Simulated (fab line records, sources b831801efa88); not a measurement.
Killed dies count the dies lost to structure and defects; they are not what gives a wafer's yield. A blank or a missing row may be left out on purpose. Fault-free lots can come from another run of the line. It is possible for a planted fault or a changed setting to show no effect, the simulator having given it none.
fab line records ; flow sky130
record lots=11; wafers=33; lastDay=50
route steps=708 shown LDD_N@244 SD_P@331 SD_N@356 LI_CONTACT@376 PAD_OPEN@708
lots that met no fault: from a run of the same line without faults
startH: start of the lot's first displayed wafer, in hours after the record's first day ; waitH: hours since the lot's step before ; " unchanged from the row above ; L1.1+2: several wafers, shown together as one row ; - either no value or no given start ; * or withheld: withheld ; < > ~ a bound
route shown NAME@n: names a module that has steps shown in the file, with the first one's number in the route ; usual: mean and standard deviation over wafers with no fault ; same: alike in all rows ; chamber/n: place in a boat ; sites: each site's reading ; _std_site: standard deviation across them ; _edge_site: outer sites' mean less inner sites' ; radiusMm: for every site, how far away it sits from the centre of the wafer ; mask NAME#n: copy n ; behind: tool/chamber where the wafer was last shaped ; hold: reason for holding the lot/hours on hold/outcome of the hold ; device: whichever transistor did not switch (one of n, p or np) ; end of line: the tests these same wafers got at the end of their route ; a step given without rows: its recipe and nothing more ; killed: at the first sort, the dies lost to defects and structure; wafer yield is something else ; map: a wafer's dies, marking killed ones x, the rest . and places with no die _
set.NAME: setting as actually run; set.NAME@STEP: the setting as run at that earlier step ; model.NAME: the simulator's own value behind a step, which no gauge read
a sample of lots followed through the steps of the route, with each step as a table and each wafer as a row
services: the hour from which a tool's chamber was out of use, counted from the record's first day as startH (under 0 if before that day), plus the number of hours and why
## steps
# step SKY_LDD_N_OVL_MEAS_07
# usual LDD_N_OVL=-0.7/1.2
lot.wafer;tool;chamber;startH;waitH;LDD_N_OVL[nm]
L212.1;overlay-02;-;432.02;0.1;0.9
L212.2;overlay-02;-;432.02;0.1;-0.5
L212.3;overlay-02;-;432.02;0.1;-2.4
L213.1;overlay-01;-;437.48;0.1;-0.2
L213.3;overlay-01;-;437.48;0.1;-1.8
L213.6;overlay-01;-;437.48;0.1;-0.7
L214.4;overlay-02;-;442.75;0.1;-1.0
L214.5;overlay-02;-;442.75;0.1;-1.6
L214.6;overlay-02;-;442.75;0.1;-2.6
L217.3;overlay-02;-;480.38;0.1;-0.3
L217.4;overlay-02;-;480.38;0.1;0.2
L217.5;overlay-02;-;480.38;0.1;-2.7
L218.2;overlay-01;-;483.57;0.1;-2.7
L218.3;overlay-01;-;483.57;0.1;-1.2
L218.4;overlay-01;-;483.57;0.1;-1.9
L220.3;overlay-01;-;497.23;0.1;-0.2
L220.4;overlay-01;-;497.23;0.1;0.3
L220.5;overlay-01;-;497.23;0.1;-1.4
L227.1;overlay-02;-;548.31;0.1;0.7
L227.2;overlay-02;-;548.31;0.1;-0.7
L227.5;overlay-02;-;548.31;0.1;-0.9
L229.1;overlay-01;-;567.51;0.1;-2.0
L229.3;overlay-01;-;567.51;0.1;-0.1
L229.5;overlay-01;-;567.51;0.1;-0.7
L233.2;overlay-02;-;587.07;0.1;-0.3
L233.3;overlay-02;-;587.07;0.1;0.0
L233.5;overlay-02;-;587.07;0.1;-0.6
L232.1;overlay-02;-;588.31;0.1;0.2
L232.2;overlay-02;-;588.31;0.1;0.1
L232.4;overlay-02;-;588.31;0.1;-2.3
L234.1;overlay-01;-;606.68;0.1;-2.2
L234.4;overlay-01;-;606.68;0.1;0.0
L234.5;overlay-01;-;606.68;0.1;1.1
# step SKY_SD_P_TW_MEAS_11
# usual SD_P_TW=2786/17
lot.wafer;tool;chamber;startH;waitH;SD_P_TW
L212.1;filmMetro-02;-;615.64;0.1;2771
L212.2;filmMetro-02;-;615.64;0.1;2770
L212.3;filmMetro-02;-;615.64;0.1;2772
L213.1;filmMetro-02;-;621.07;0.1;2782
L213.3;filmMetro-02;-;621.07;0.1;2768
L213.6;filmMetro-02;-;621.07;0.1;2780
L214.4;filmMetro-02;-;627.67;0.1;2785
L214.5;filmMetro-02;-;627.67;0.1;2783
L214.6;filmMetro-02;-;627.67;0.1;2780
L217.3;filmMetro-01;-;663.31;0.1;2818
L217.4;filmMetro-01;-;663.31;0.1;2809
L217.5;filmMetro-01;-;663.31;0.1;2798
L218.2;filmMetro-01;-;665.75;0.1;2805
L218.3;filmMetro-01;-;665.75;0.1;2791
L218.4;filmMetro-01;-;665.75;0.1;2799
L220.3;filmMetro-01;-;677.96;0.1;2772
L220.4;filmMetro-01;-;677.96;0.1;2784
L220.5;filmMetro-01;-;677.96;0.1;2777
L227.1;filmMetro-02;-;725.64;0.1;2788
L227.2;filmMetro-02;-;725.64;0.1;2777
L227.5;filmMetro-02;-;725.64;0.1;2771
L229.1;filmMetro-01;-;744.94;0.1;2785
L229.3;filmMetro-01;-;744.94;0.1;2790
L229.5;filmMetro-01;-;744.94;0.1;2782
L233.2;filmMetro-01;-;759.85;0.1;2790
L233.3;filmMetro-01;-;759.85;0.1;2795
L233.5;filmMetro-01;-;759.85;0.1;2782
L232.1;filmMetro-01;-;763.31;0.1;2780
L232.2;filmMetro-01;-;763.31;0.1;2788
L232.4;filmMetro-01;-;763.31;0.1;2786
L234.1;filmMetro-02;-;778.77;0.1;2776
L234.4;filmMetro-02;-;778.77;0.1;2779
L234.5;filmMetro-02;-;778.77;0.1;2781
# step SKY_SD_N_RTA_14
# recipe tempC=1075; timeS=2; idleTempC=650; rampUpCPerS=150; rampDownCPerS=90; ambient=N2
# usual lampPowerPct=15.73/0.05; wafer_temp_C_max=1078.0/1.2
lot.wafer;tool;chamber;startH;waitH;lampPowerPct;wafer_temp_C_max
L212.1;rtpAnneal-02;0;673.23;0.0;15.73;1077.7
L212.2;rtpAnneal-02;0;673.23;0.0;15.85;1076.0
L212.3;rtpAnneal-02;0;673.23;0.0;15.64;1077.5
L213.1;rtpAnneal-01;0;679.15;0.0;15.64;1080.2
L213.3;rtpAnneal-01;0;679.15;0.0;15.64;1075.7
L213.6;rtpAnneal-01;0;679.15;0.0;15.76;1077.7
L214.4;rtpAnneal-02;0;685.88;0.0;15.79;1078.2
L214.5;rtpAnneal-02;0;685.88;0.0;15.72;1077.1
L214.6;rtpAnneal-02;0;685.88;0.0;15.67;1075.9
L217.3;rtpAnneal-01;0;719.95;0.0;15.67;1078.0
L217.4;rtpAnneal-01;0;719.95;0.0;15.75;1077.5
L217.5;rtpAnneal-01;0;719.95;0.0;15.76;1078.5
L218.2;rtpAnneal-02;0;721.74;0.0;15.77;1085.5
L218.3;rtpAnneal-02;0;721.74;0.0;15.74;1083.8
L218.4;rtpAnneal-02;0;721.74;0.0;15.75;1083.9
L220.3;rtpAnneal-02;0;733.87;0.0;15.74;1083.5
L220.4;rtpAnneal-02;0;733.87;0.0;15.75;1084.8
L220.5;rtpAnneal-02;0;733.87;0.0;15.81;1084.5
L227.1;rtpAnneal-01;0;780.40;0.0;15.73;1078.1
L227.2;rtpAnneal-01;0;780.40;0.0;15.76;1076.2
L227.5;rtpAnneal-01;0;780.40;0.0;15.63;1077.6
L229.1;rtpAnneal-01;0;800.20;0.0;15.68;1078.2
L229.3;rtpAnneal-01;0;800.20;0.0;15.67;1077.1
L229.5;rtpAnneal-01;0;800.20;0.0;15.69;1077.6
L233.2;rtpAnneal-02;0;814.04;0.0;15.71;1079.4
L233.3;rtpAnneal-02;0;814.04;0.0;15.70;1078.1
L233.5;rtpAnneal-02;0;814.04;0.0;15.73;1078.5
L232.1;rtpAnneal-01;0;815.48;0.0;15.72;1078.9
L232.2;rtpAnneal-01;0;815.48;0.0;15.75;1076.3
L232.4;rtpAnneal-01;0;815.48;0.0;15.69;1080.5
L234.1;rtpAnneal-02;0;833.09;0.0;15.80;1080.8
L234.4;rtpAnneal-02;0;833.09;0.0;15.70;1077.5
L234.5;rtpAnneal-02;0;833.09;0.0;15.71;1076.6
# step SKY_SD_N_RS_MEAS_16
# recipe thkMeasGauge=four-point-probe
# usual SD_N_RS=68.63/0.1
lot.wafer;tool;chamber;startH;waitH;hold;SD_N_RS[ohm/sq]
L212.1;filmMetro-02;-;673.40;0.1;-;68.53
L212.2;filmMetro-02;-;673.40;0.1;-;68.55
L212.3;filmMetro-02;-;673.40;0.1;-;68.57
L213.1;filmMetro-04;-;679.32;0.1;-;68.68
L213.3;filmMetro-04;-;679.32;0.1;-;68.70
L213.6;filmMetro-04;-;679.32;0.1;-;68.79
L214.4;filmMetro-01;-;686.08;0.1;-;68.53
L214.5;filmMetro-01;-;686.08;0.1;-;68.49
L214.6;filmMetro-01;-;686.08;0.1;-;68.55
L217.3;filmMetro-04;-;720.15;0.1;-;68.66
L217.4;filmMetro-04;-;720.15;0.1;-;68.55
L217.5;filmMetro-04;-;720.15;0.1;-;68.63
L218.2;filmMetro-04;-;721.92;0.1;awaitDispo/0.2h/release;67.44
L218.3;filmMetro-04;-;721.92;0.1;awaitDispo/0.2h/release;67.47
L218.4;filmMetro-04;-;721.92;0.1;awaitDispo/0.2h/release;67.52
L218.2;filmMetro-04;-;722.28;0.3;-;67.40
L218.3;filmMetro-04;-;722.28;0.3;-;67.45
L218.4;filmMetro-04;-;722.28;0.3;-;67.49
L220.3;filmMetro-04;-;734.06;0.1;awaitDispo/0.2h/release;67.50
L220.4;filmMetro-04;-;734.06;0.1;awaitDispo/0.2h/release;67.59
L220.5;filmMetro-04;-;734.06;0.1;awaitDispo/0.2h/release;67.65
L220.3;filmMetro-04;-;734.42;0.3;-;67.53
L220.4;filmMetro-04;-;734.42;0.3;-;67.60
L220.5;filmMetro-04;-;734.42;0.3;-;67.56
L227.1;filmMetro-01;-;780.57;0.1;-;68.68
L227.2;filmMetro-01;-;780.57;0.1;-;68.58
L227.5;filmMetro-01;-;780.57;0.1;-;68.78
L229.1;filmMetro-01;-;800.37;0.1;-;68.84
L229.3;filmMetro-01;-;800.37;0.1;-;68.54
L229.5;filmMetro-01;-;800.37;0.1;-;68.62
L233.2;filmMetro-01;-;814.22;0.1;-;68.56
L233.3;filmMetro-01;-;814.22;0.1;-;68.70
L233.5;filmMetro-01;-;814.22;0.1;-;68.63
L232.1;filmMetro-01;-;815.65;0.1;-;68.63
L232.2;filmMetro-01;-;815.65;0.1;-;68.65
L232.4;filmMetro-01;-;815.65;0.1;-;68.71
L234.1;filmMetro-01;-;833.26;0.1;-;68.72
L234.4;filmMetro-01;-;833.26;0.1;-;68.63
L234.5;filmMetro-01;-;833.26;0.1;-;68.75
# step SKY_SD_N_RS_MEAS_17
# recipe thkMeasGauge=four-point-probe
# usual SD_P_RS=147.3/0.31
lot.wafer;tool;chamber;startH;waitH;hold;SD_P_RS[ohm/sq]
L212.1;filmMetro-02;-;673.52;0.1;-;147.0
L212.2;filmMetro-02;-;673.52;0.1;-;146.6
L212.3;filmMetro-02;-;673.52;0.1;-;147.0
L213.1;filmMetro-04;-;679.44;0.1;-;147.4
L213.3;filmMetro-04;-;679.44;0.1;-;147.6
L213.6;filmMetro-04;-;679.44;0.1;-;147.3
L214.4;filmMetro-01;-;686.20;0.1;-;147.0
L214.5;filmMetro-01;-;686.20;0.1;-;147.2
L214.6;filmMetro-01;-;686.20;0.1;-;147.5
L217.3;filmMetro-04;-;720.27;0.1;-;147.4
L217.4;filmMetro-04;-;720.27;0.1;-;147.3
L217.5;filmMetro-04;-;720.27;0.1;-;147.2
L218.2;filmMetro-04;-;730.33;8.0;awaitDispo/0.2h/release;141.3
L218.3;filmMetro-04;-;730.33;8.0;awaitDispo/0.2h/release;141.7
L218.4;filmMetro-04;-;730.33;8.0;awaitDispo/0.2h/release;141.7
L218.2;filmMetro-04;-;730.62;0.3;-;141.2
L218.3;filmMetro-04;-;730.62;0.3;-;141.8
L218.4;filmMetro-04;-;730.62;0.3;-;141.7
L220.3;filmMetro-04;-;738.51;4.1;awaitDispo/0.2h/release;142.1
L220.4;filmMetro-04;-;738.51;4.1;awaitDispo/0.2h/release;142.3
L220.5;filmMetro-04;-;738.51;4.1;awaitDispo/0.2h/release;142.6
L220.3;filmMetro-04;-;738.90;0.4;-;141.9
L220.4;filmMetro-04;-;738.90;0.4;-;142.0
L220.5;filmMetro-04;-;738.90;0.4;-;142.2
L227.1;filmMetro-01;-;780.69;0.1;-;147.5
L227.2;filmMetro-01;-;780.69;0.1;-;147.4
L227.5;filmMetro-01;-;780.69;0.1;-;147.3
L229.1;filmMetro-01;-;800.49;0.1;-;147.5
L229.3;filmMetro-01;-;800.49;0.1;-;147.2
L229.5;filmMetro-01;-;800.49;0.1;-;147.3
L233.2;filmMetro-01;-;814.34;0.1;-;147.6
L233.3;filmMetro-01;-;814.34;0.1;-;147.2
L233.5;filmMetro-01;-;814.34;0.1;-;147.3
L232.1;filmMetro-01;-;815.77;0.1;-;147.2
L232.2;filmMetro-01;-;815.77;0.1;-;147.2
L232.4;filmMetro-01;-;815.77;0.1;-;147.4
L234.1;filmMetro-01;-;833.38;0.1;-;147.1
L234.4;filmMetro-01;-;833.38;0.1;-;147.3
L234.5;filmMetro-01;-;833.38;0.1;-;147.3
# step SKY_LI_CONTACT_ETCH_14
# recipe chemistry=N2/H2; target=BARC; ionEnergyEv=200; sourceW=500; biasW=100; pressureMtorr=30; n2FlowSccm=100; h2FlowSccm=200; stopOn=SiO2; timeS=45.9; targetDepthA=600
# usual drypumpMotorCurrentA=5.7/0.55; oesProductAu=0.855/0.0044; throttleValvePct=13.225/0.0094
lot.wafer;tool;chamber;startH;waitH;drypumpMotorCurrentA;oesProductAu;rfHoursCounterH;throttleValvePct
L212.1;rieDiel-03;1;702.24;0.0;5.8;0.861;41;13.229
L212.2;rieDiel-03;0;702.24;0.0;6.8;0.849;12;13.228
L212.3;rieDiel-03;3;702.24;0.0;5.6;0.853;23;13.233
L213.1;rieDiel-01;3;708.19;0.0;5.2;0.853;1;13.226
L213.3;rieDiel-01;1;708.19;0.0;4.8;0.861;0;13.227
L213.6;rieDiel-01;3;708.19;0.0;5.3;0.852;-;13.240
L214.4;rieDiel-04;2;714.24;0.0;5.5;0.856;20;13.201
L214.5;rieDiel-04;1;714.24;0.0;6.0;0.859;-;13.218
L214.6;rieDiel-04;0;714.24;0.0;5.2;0.853;-;13.217
L217.3;rieDiel-04;2;748.62;0.0;5.5;0.862;20;13.234
L217.4;rieDiel-04;1;748.62;0.0;6.0;0.862;11;13.209
L217.5;rieDiel-04;0;748.62;0.0;5.2;0.862;-;13.228
L218.2;rieDiel-04;0;750.39;0.0;5.2;0.848;29;13.237
L218.3;rieDiel-04;3;750.39;0.0;6.2;0.859;16;13.243
L218.4;rieDiel-04;2;750.39;0.0;5.5;0.856;20;13.232
L220.3;rieDiel-01;1;762.74;0.0;4.8;0.857;2;13.232
L220.4;rieDiel-01;2;762.74;0.0;6.7;0.859;6;13.237
L220.5;rieDiel-01;3;762.74;0.0;5.3;0.861;-;13.214
L227.1;rieDiel-01;1;808.09;0.0;4.8;0.856;3;13.221
L227.2;rieDiel-01;2;808.09;0.0;6.7;0.861;8;13.222
L227.5;rieDiel-01;1;808.09;0.0;4.8;0.852;-;13.217
L229.1;rieDiel-04;3;827.62;0.0;6.2;0.852;18;13.222
L229.3;rieDiel-04;1;827.62;0.0;6.0;0.858;13;13.227
L229.5;rieDiel-04;2;827.62;0.0;5.5;0.856;-;13.232
L233.2;rieDiel-04;3;841.72;0.0;6.3;0.850;19;13.221
L233.3;rieDiel-04;2;841.72;0.0;5.5;0.855;23;13.222
L233.5;rieDiel-04;1;841.72;0.0;6.0;0.854;-;13.213
L232.1;rieDiel-04;3;843.94;0.0;6.2;0.855;19;13.229
L232.2;rieDiel-04;1;843.94;0.0;6.0;0.854;13;13.227
L232.4;rieDiel-04;2;843.94;0.0;5.5;0.866;23;13.211
L234.1;rieDiel-01;1;860.75;0.0;4.8;0.851;5;13.223
L234.4;rieDiel-01;0;860.75;0.0;5.6;0.847;8;13.210
L234.5;rieDiel-01;2;860.75;0.0;6.7;0.853;-;13.233
# step SKY_PAD_OPEN_PROBE_99
# usual killed_at_M0_to_M3=43/7.4; killed_at_M4_up=3.3/2; killedAtContacts=24/5.4; killedAtFrontEnd=16/4.2; killedAtOther=0.3/0.61; killedDies=87/9.4; killedOnRim=17/3.8; killedOpen=47/7.3; killedShort=40/6.7
# same grossDies=492; killedAtBackSide=0
lot.wafer;tool;chamber;startH;waitH;killed_at_M0_to_M3;killed_at_M4_up;killedAtContacts;killedAtFrontEnd;killedAtOther;killedDies;killedOnRim;killedOpen;killedShort
L217.3;prober-02;-;1131.26;0.2;33;5;24;17;1;80;19;46;34
L217.4;prober-02;-;1131.31;0.2;48;2;19;20;0;89;13;50;38
L217.5;prober-02;-;1131.36;0.2;40;2;25;17;1;85;20;55;29
# killed by level:class
L217.3 LI_CONTACT:geometricParticle:open=8 VIA1:geometricParticle:open=8 VIA3:geometricParticle:open=6 VIA1:geometricParticle:short=5 LOCAL_INTERCONNECT:geometricParticle:short=5 CONTACT:geometricParticle:open=5 VIA2:geometricParticle:open=5 FIELD_ISO:geometricParticle:short=4
L217.4 VIA2:geometricParticle:open=10 VIA3:geometricParticle:open=7 FIELD_ISO:geometricParticle:short=6 LI_CONTACT:geometricParticle:open=6 VIA1:geometricParticle:open=6 METAL2:geometricParticle:short=5 FIELD_ISO:geometricParticle:open=4 POLY_GATE:geometricParticle:open=4
L217.5 CONTACT:geometricParticle:open=11 VIA1:geometricParticle:open=11 VIA3:geometricParticle:open=9 POLY_GATE:geometricParticle:open=6 VIA2:geometricParticle:open=6 CONTACT:geometricParticle:short=5 METAL2:geometricParticle:short=5 FIELD_ISO:geometricParticle:open=4
## services
tool;chamber;startH;hours;kind
rieDiel-01;3;652.28;-;clean
rieDiel-01;3;652.28;12.1;scheduledDown
rieDiel-01;3;652.28;12.1;ventCycle
rieDiel-03;-;658.24;0.4;repair
rieDiel-03;2;660.89;4.8;repair
rieDiel-01;1;664.41;-;clean
rieDiel-01;1;664.41;17.4;scheduledDown
rieDiel-01;1;664.41;17.4;ventCycle
rieDiel-04;1;667.47;7.7;repair
rieDiel-01;-;676.23;2.8;pm
rieDiel-04;0;695.99;4.1;repair
rieDiel-01;0;738.58;8.0;repair
rieDiel-04;1;753.17;22.8;repair
rieDiel-04;3;759.73;2.7;repair
rieDiel-03;1;771.20;8.7;repair
rieDiel-04;-;779.22;5.6;repair
rieDiel-03;0;792.20;9.5;repair
rieDiel-04;0;817.81;-;clean
rieDiel-04;0;817.81;23.1;scheduledDown
rieDiel-04;0;817.81;23.1;ventCycle
rieDiel-04;2;832.38;4.2;repair
rieDiel-04;2;858.22;-;clean
rieDiel-04;2;858.22;19.8;scheduledDown
rieDiel-04;2;858.22;19.8;ventCycle
## key
firstSign step=SKY_SD_N_RTA_14; reading=wafer_temp_C_max; direction=up; sigmas=5.1; usual=*; struck=*
effect step=SKY_SD_N_RS_MEAS_16; reading=visit; direction=added
effect step=SKY_SD_N_RS_MEAS_16; reading=SD_N_RS; direction=down; sigmas=11; usual=68.63; struck=67.53
effect step=SKY_SD_N_RS_MEAS_17; reading=visit; direction=added
effect step=SKY_SD_N_RS_MEAS_17; reading=SD_P_RS; direction=down; sigmas=17; usual=147.3; struck=141.9
metAt SKY_SD_N_RTA_14
struckLots L218,L220
testerLeftOut L218,L220
notActingAt SKY_LDD_N_OVL_MEAS_07,SKY_SD_P_TW_MEAS_11,SKY_LI_CONTACT_ETCH_14
onsetBetween 685.88 721.74
fault kind=processParameterDrift; tool=rtpAnneal-02; chamber=-; onsetH=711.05; steps=SKY_SD_N_RTA_14; channel=tempC; offset=*; shape=step; endH=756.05; actsIn=*; stated=*
# testerLeftOut: of these lots the tester's yield and bins aren't shown, on N5 and GAA mostly nor the transistor test; their killed dies are dies lost to structure and defects alone, not to doping, threshold or leakage, so they don't give the yield
